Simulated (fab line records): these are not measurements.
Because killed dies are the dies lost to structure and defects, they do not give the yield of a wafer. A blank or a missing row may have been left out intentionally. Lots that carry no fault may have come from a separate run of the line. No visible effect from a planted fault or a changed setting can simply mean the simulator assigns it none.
Split-lot study | flow sky130 | 5 lots, 23 wafers read, on a route of 708 steps

ON THE SPLIT
At SKY_VIA1_CMP_02 (polishes SiO2), the setting leave-above-ref-nm was moved away from the recipe's 345 nm on 10 of the 23 wafers read, by -7.3% to +3.2%. For the rest of the wafers, this setting stayed at what the recipe calls for.

FROM THE SPLIT TO THE READING: what the file shows between them, 4 steps
- SKY_VIA1_SOFTBAKE_08: time 90 s (also split here: time-s)
- SKY_VIA1_EXPOSE_09: exposes mask VIM, target cd 150 nm
- SKY_VIA1_PEB_10
- SKY_VIA1_ETCH_14: etches BARC in N2/H2, stops on SiO2, time 45.9 s, target depth 60 nm

THE READING
oes-product-au, in a.u., at SKY_VIA1_ETCH_15 (etches SiO2 in C4F8/O2/Ar, stops on TiN, target depth 351 nm, time 54 s). On this fab line, fault-free wafers typically give 0.986 a.u. with a standard deviation of 0.0052 a.u.

wafer  | tool, chamber at the split | leave-above-ref-nm as run, nm | against the recipe | oes-product-au, a.u. | against lot-mates on the recipe
L074.1 | cmp-02, 3                  | 345                           | recipe             | 0.994                | -
L074.3 | cmp-02, 2                  | 329.3                         | -4.6%              | 0.964                | -0.027
L074.4 | cmp-02, 0                  | 345                           | recipe             | 0.988                | -
L074.5 | cmp-02, 0,1                | 329.3                         | -4.6%              | 0.953                | -0.038
L074.6 | cmp-02, 0,1                | 329.3                         | -4.6%              | 0.973                | -0.018
L076.2 | cmp-02, 3                  | 345                           | recipe             | 0.983                | -
L076.4 | cmp-02, 2                  | 345                           | recipe             | 0.976                | -
L076.6 | cmp-02, 1                  | 345                           | recipe             | 0.985                | -
L077.1 | cmp-02, 3                  | 345                           | recipe             | 0.986                | -
L077.2 | cmp-02, 0,1                | 319.7                         | -7.3%              | 0.941                | -0.047
L077.3 | cmp-02, 0,1                | 319.7                         | -7.3%              | 0.941                | -0.047
L077.4 | cmp-02, 2                  | 345                           | recipe             | 0.986                | -
L077.6 | cmp-02, 3                  | 345                           | recipe             | 0.991                | -
L079.1 | cmp-02, 0                  | 345                           | recipe             | 0.986                | -
L079.2 | cmp-02, 1,3                | 321.8                         | -6.7%              | 0.953                | -0.033
L079.3 | cmp-02, 2                  | 345                           | recipe             | 0.988                | -
L079.4 | cmp-02, 1,3                | 321.8                         | -6.7%              | 0.946                | -0.040
L079.5 | cmp-02, 0                  | 345                           | recipe             | 0.985                | -
L084.2 | cmp-02, 0                  | 355.9                         | +3.2%              | 1.007                | +0.030
L084.3 | cmp-02, 3,2                | 355.9                         | +3.2%              | 1.003                | +0.026
L084.4 | cmp-02, 2,1                | 345                           | recipe             | 0.973                | -
L084.5 | cmp-02, 3,2                | 355.9                         | +3.2%              | 0.993                | +0.016
L084.6 | cmp-02, 2,1                | 345                           | recipe             | 0.981                | -
Where a row lists several chambers, the file gives one row for several wafers and doesn't say which wafer went through which chamber.

FIT RESULTS
A straight line over all 23 wafers: oes-product-au changes by +0.00539 a.u. for each +1% of leave-above-ref-nm; r = +0.95; the points scatter about the line by 0.0061 a.u.
The same after taking each lot's own level away (the mean of its wafers on the recipe; 23 wafers): +0.00627 a.u. for each +1%; r = +0.97; scatter 0.005 a.u.
The reading moves by 0.046 a.u. for the largest change in leave-above-ref-nm, on that fit.
Measured against the standard deviation above, the lots' own levels, which go from 0.9770 to 0.9910 a.u., span 2.7 times it.
So the lot-to-lot level changes the slope: the two fits differ.
Check: with one of the wafers moved furthest among these (-7.3%) left out of the fit, the line predicts -0.0445 a.u. for it against its lot-mates. Against them it came out at -0.0467 a.u.

THE OTHER SPLITS THESE WAFERS WENT THROUGH
Other splits were also applied to these wafers ahead of the reading. Each is held against what the fit with the lots' levels taken away leaves over:
other split on the same wafers | wafers away from the commonest value | r with oes-product-au (lot level and that fit taken away)
SKY_VIA1_SOFTBAKE_08 time-s    | 9                                    | -0.06

THE WHOLE CHAIN: every reading that the file lists as answering this split, in the file's order
step                     | what it does                                                                    | reading                                                                        | change (the file's fit)                   | r (the file's)
SKY_VIA1_CMP_02          | polishes SiO2                                                                   | SiO2_of_VIA1_HDPCVD_00.thk-nm (the simulator's own value, which no gauge read) | +3.87 nm for each +1% of the setting      | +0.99
SKY_VIA1_ETCH_15         | etches SiO2 in C4F8/O2/Ar, stops on TiN, target depth 351 nm, time 54 s         | oes-product-au                                                                 | +0.00607 a.u. for each +1% of the setting | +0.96
SKY_VIA1_ETCH_15         | etches SiO2 in C4F8/O2/Ar, stops on TiN, target depth 351 nm, time 54 s         | VIA1.feature-depth-nm (the simulator's own value, which no gauge read)         | +3.53 nm for each +1% of the setting      | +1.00
SKY_METAL2_METAL_ETCH_19 | etches the open film in Cl2/BCl3, stops on SiO2, target depth 360 nm, time 78 s | SiO2_of_VIA1_HDPCVD_00.thk-nm (the simulator's own value, which no gauge read) | +3.77 nm for each +1% of the setting      | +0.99

THE FILE'S OWN FIT
oes-product-au changes by +0.00607 a.u. for each +1% of leave-above-ref-nm, r = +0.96.
